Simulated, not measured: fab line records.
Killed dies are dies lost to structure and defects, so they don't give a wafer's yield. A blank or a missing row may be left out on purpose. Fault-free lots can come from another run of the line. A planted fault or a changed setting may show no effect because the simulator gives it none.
Which tool did it? / flow sky130 / 11 lots with 33 wafers sampled at 3 steps, on a route of 708 steps

== WHAT THE GAUGES SHOWED, per wafer ==
SKY_METAL5_RS_MEAS_05: measurement is done with a four-point probe. Usual: METAL5_ALCU_RS typically reads 0.0270 ohm/sq, with standard deviation 0.00035.
lot=L388; measured=day 43 18:23; on=film_metro-01; METAL5_ALCU_RS (ohm/sq)=0.0265 0.0267 0.0268; flag=
lot=L387; measured=day 43 20:23; on=film_metro-01; METAL5_ALCU_RS (ohm/sq)=0.0266 0.0264 0.0265; flag=
lot=L395; measured=day 44 23:11; on=film_metro-01; METAL5_ALCU_RS (ohm/sq)=0.0272 0.0271 0.0271; flag=
lot=L397; measured=day 45 03:10; on=film_metro-03; METAL5_ALCU_RS (ohm/sq)=0.0272 0.0269 0.0268; flag=
lot=L402; measured=day 49 00:08; on=film_metro-01; METAL5_ALCU_RS (ohm/sq)=0.0263 0.0265 0.0265; flag=
lot=L406; measured=day 49 01:00; on=film_metro-03; METAL5_ALCU_RS (ohm/sq)=0.0272 0.0269 0.0272; flag=
lot=L404; measured=day 49 05:36; on=film_metro-01; METAL5_ALCU_RS (ohm/sq)=0.0267 0.0268 0.0267; flag=
lot=L403; measured=day 49 05:50; on=film_metro-03; METAL5_ALCU_RS (ohm/sq)=0.0270 0.0270 0.0269; flag=
lot=L409; measured=day 49 10:16; on=film_metro-03; METAL5_ALCU_RS (ohm/sq)=0.0268 0.0267 0.0268; flag=
lot=L410; measured=day 49 10:29; on=film_metro-01; METAL5_ALCU_RS (ohm/sq)=0.0274 0.0278 0.0276; flag=
lot=L405; measured=day 49 12:26; on=film_metro-01; METAL5_ALCU_RS (ohm/sq)=0.0267 0.0271 0.0267; flag=

== WHICH TOOL RAN EACH LOT (tool, then ch and the chambers of the sampled wafers, then the start) ==
lot=L388; SKY_VIA2_CMP_02=cmp-01 ch 0,1,2, day 36 05:55; SKY_METAL4_STRIP_19=plasma_asher-03 ch 0,1, day 42 16:10
lot=L387; SKY_VIA2_CMP_02=cmp-01 ch 0,1,2, day 36 07:22; SKY_METAL4_STRIP_19=plasma_asher-01 ch 0,1, day 42 18:16
lot=L395; SKY_VIA2_CMP_02=cmp-01 ch 0,1,2, day 37 16:22; SKY_METAL4_STRIP_19=plasma_asher-04 ch 0,1, day 43 21:25
lot=L397; SKY_VIA2_CMP_02=cmp-01 ch 1,2, day 37 22:46; SKY_METAL4_STRIP_19=plasma_asher-03 ch 0,1, day 44 02:21
lot=L402; SKY_VIA2_CMP_02=cmp-01 ch 0,2, day 42 11:00; SKY_METAL4_STRIP_19=plasma_asher-04 ch 0, day 48 02:28
lot=L406; SKY_VIA2_CMP_02=cmp-01 ch 1,2,3, day 42 12:28; SKY_METAL4_STRIP_19=plasma_asher-01 ch 0,1, day 48 03:45
lot=L404; SKY_VIA2_CMP_02=cmp-01 ch 0,1, day 42 14:54; SKY_METAL4_STRIP_19=plasma_asher-01 ch 0,1, day 48 09:39
lot=L403; SKY_VIA2_CMP_02=cmp-01 ch 0,1, day 42 16:36; SKY_METAL4_STRIP_19=plasma_asher-04 ch 0,1, day 48 09:46
lot=L409; SKY_VIA2_CMP_02=cmp-02 ch 0,2,3, day 42 18:00; SKY_METAL4_STRIP_19=plasma_asher-01 ch 0,1, day 48 13:01
lot=L410; SKY_VIA2_CMP_02=cmp-01 ch 0,1,2, day 42 18:00; SKY_METAL4_STRIP_19=plasma_asher-04 ch 0,1, day 48 13:43
lot=L405; SKY_VIA2_CMP_02=cmp-02 ch 1,2, day 42 20:14; SKY_METAL4_STRIP_19=plasma_asher-03 ch 0,1, day 48 15:10
- SKY_VIA2_CMP_02: polishes SiO2.
- SKY_METAL4_STRIP_19: strips in O2/N2.

== AS READ BY THE TOOLS THEMSELVES (means over the sampled wafers that have a number; for cases with no such wafer, the mark the record gives instead) ==
SKY_VIA2_CMP_02. Usual: 12.0 A for motor_current_A, sd 1.6.
lot=L388; tool=cmp-01; motor_current_A (A)=12.0; flag=
lot=L387; tool=cmp-01; motor_current_A (A)=11.9; flag=
lot=L395; tool=cmp-01; motor_current_A (A)=11.8; flag=
lot=L397; tool=cmp-01; motor_current_A (A)=12.3; flag=
lot=L402; tool=cmp-01; motor_current_A (A)=12.4; flag=
lot=L406; tool=cmp-01; motor_current_A (A)=12.8; flag=
lot=L404; tool=cmp-01; motor_current_A (A)=10.9; flag=
lot=L403; tool=cmp-01; motor_current_A (A)=11.3; flag=
lot=L409; tool=cmp-02; motor_current_A (A)=11.8; flag=
lot=L410; tool=cmp-01; motor_current_A (A)=12.2; flag=
lot=L405; tool=cmp-02; motor_current_A (A)=12.7; flag=

SKY_METAL4_STRIP_19. Usual: drypump_motor_current_A 5.6 A, standard deviation 0.39; o2_flow_sccm 2999 sccm, standard deviation 9.3; oes_product_au 0.503 a.u., standard deviation 0.0057; strip_time_to_endpoint_s 6.57 s, standard deviation 0.083.
lot=L388; tool=plasma_asher-03; drypump_motor_current_A (A)=5.8; o2_flow_sccm (sccm)=2999; oes_product_au (a.u.)=0.514; strip_time_to_endpoint_s (s)=6.60; flag=
lot=L387; tool=plasma_asher-01; drypump_motor_current_A (A)=5.1; o2_flow_sccm (sccm)=3005; oes_product_au (a.u.)=0.504; strip_time_to_endpoint_s (s)=6.55; flag=
lot=L395; tool=plasma_asher-04; drypump_motor_current_A (A)=5.7; o2_flow_sccm (sccm)=2998; oes_product_au (a.u.)=0.503; strip_time_to_endpoint_s (s)=6.47; flag=
lot=L397; tool=plasma_asher-03; drypump_motor_current_A (A)=5.6; o2_flow_sccm (sccm)=3004; oes_product_au (a.u.)=0.500; strip_time_to_endpoint_s (s)=6.65; flag=
lot=L402; tool=plasma_asher-04; drypump_motor_current_A (A)=5.7; o2_flow_sccm (sccm)=2988; oes_product_au (a.u.)=0.500; strip_time_to_endpoint_s (s)=6.55; flag=
lot=L406; tool=plasma_asher-01; drypump_motor_current_A (A)=5.5; o2_flow_sccm (sccm)=3002; oes_product_au (a.u.)=0.509; strip_time_to_endpoint_s (s)=6.56; flag=
lot=L404; tool=plasma_asher-01; drypump_motor_current_A (A)=5.1; o2_flow_sccm (sccm)=3009; oes_product_au (a.u.)=0.502; strip_time_to_endpoint_s (s)=6.56; flag=
lot=L403; tool=plasma_asher-04; drypump_motor_current_A (A)=5.6; o2_flow_sccm (sccm)=2993; oes_product_au (a.u.)=0.499; strip_time_to_endpoint_s (s)=6.49; flag=
lot=L409; tool=plasma_asher-01; drypump_motor_current_A (A)=5.2; o2_flow_sccm (sccm)=2995; oes_product_au (a.u.)=0.501; strip_time_to_endpoint_s (s)=6.52; flag=
lot=L410; tool=plasma_asher-04; drypump_motor_current_A (A)=5.7; o2_flow_sccm (sccm)=3002; oes_product_au (a.u.)=0.503; strip_time_to_endpoint_s (s)=6.56; flag=
lot=L405; tool=plasma_asher-03; drypump_motor_current_A (A)=5.8; o2_flow_sccm (sccm)=2999; oes_product_au (a.u.)=0.505; strip_time_to_endpoint_s (s)=6.59; flag=

== THE ANSWER, worked out from the rows above alone ==
Rule: a lot is off if the mean of its wafers that have a number lies more than 3 standard deviations from the usual mean. A lot without any number at a reading at which 4 lots or more have one is off too. All remaining lots with rows at the step are treated as sound. First the gauges in route order, then the tools' own readings, where a lot's mean is used as printed above. The first step at which some lot is off is used, and at that step the reading that is off furthest; a lot without a number counts as furthest.
No lot is off on any of the readings shown, so nothing can be concluded from this.

== WHAT THE SIMULATOR HAD INSERTED ==
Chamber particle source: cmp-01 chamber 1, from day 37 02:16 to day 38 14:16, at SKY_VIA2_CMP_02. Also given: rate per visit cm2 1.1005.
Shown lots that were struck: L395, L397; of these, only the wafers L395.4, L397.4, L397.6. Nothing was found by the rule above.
